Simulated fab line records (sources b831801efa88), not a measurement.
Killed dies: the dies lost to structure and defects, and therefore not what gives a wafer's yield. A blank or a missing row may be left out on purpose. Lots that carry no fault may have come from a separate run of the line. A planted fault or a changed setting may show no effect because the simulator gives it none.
Problem report in the 8D (eight disciplines) form, filled by code ; flow sky130 ; the parts of the form that need people (team, actions taken, sign-off) are left out

1. PROBLEM STATEMENT
beam-energy-keV at SKY_SD_P_IMPLANT_09 reads a mean of 19.735 on 6 wafers of 2 lots; wafers without a fault read 19.999 with a standard deviation of 0.0065. Relative to the usual mean, that is a shift of -41 standard deviations.
First observed at day 27 21:16: wafer L236.1, on implanter-03. At this step, 42 wafers from 14 lots have a number in the record. The rule behind "out" and "out of limits": a value lying over 4 standard deviations away from the usual mean. Any other wafer with a number is counted as sound.

2. WHAT IT IS, WHAT IT ISN'T
question;is;is not
which readings at this step;beam-energy-keV;-
which lots;L236, L237;L232, L234, L241, L242, L245, L246, L247, L248, L251, L253, L254, L255
which wafers of those lots;all that have a number;-
read on which tools;implanter-03;implanter-02, implanter-04
when;from day 27 21:16;"up to then (6 sound wafers); but 30 sound wafers of L241, L242, L245, L246, L247, L248, L251, L253, L254, L255 came after"

3. THE SUSPECTS, EACH WITH WHAT RULES IT OUT
Counting: a tool stays on the suspect list if, at a process step up to the reading, it processed all lots that are out and no sound lot following the first of them.
- implanter-03 at SKY_SD_P_IMPLANT_09: ruled out as a lasting fault. After its first lot that is out, L236 (day 27 21:16), sound lots L245, L247, L248, L251, L253, L254 ran on it.
Left after counting: nothing in the record.

4. THE CAUSE (what the simulator had put in)
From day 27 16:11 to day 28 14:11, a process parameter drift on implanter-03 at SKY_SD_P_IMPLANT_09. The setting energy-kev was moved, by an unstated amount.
Counting ruled it out, wrongly.

5. THE EFFECT CHAIN, in route order
One row per reading whose mean, taken over the struck wafers that have a number, lies over 3 standard deviations from the usual. Scope: only readings with a usual standard deviation given in the record; hours: median across lots of the time from each lot's start at the first step in this table that gives one to its start at this step; sigmas: change in usual standard deviations.
hours;step;reading;usual;on struck wafers;change;sigmas
0;SKY_SD_P_IMPLANT_09;beam-energy-keV;19.999;19.735;-0.264;-41
Here are the process steps it includes:
- SKY_SD_P_IMPLANT_09

6. HOW IT WOULD HAVE BEEN CAUGHT EARLIER
First out-of-limits reading in this record: day 27 21:16, which is 5 hours after fault onset at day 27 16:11.
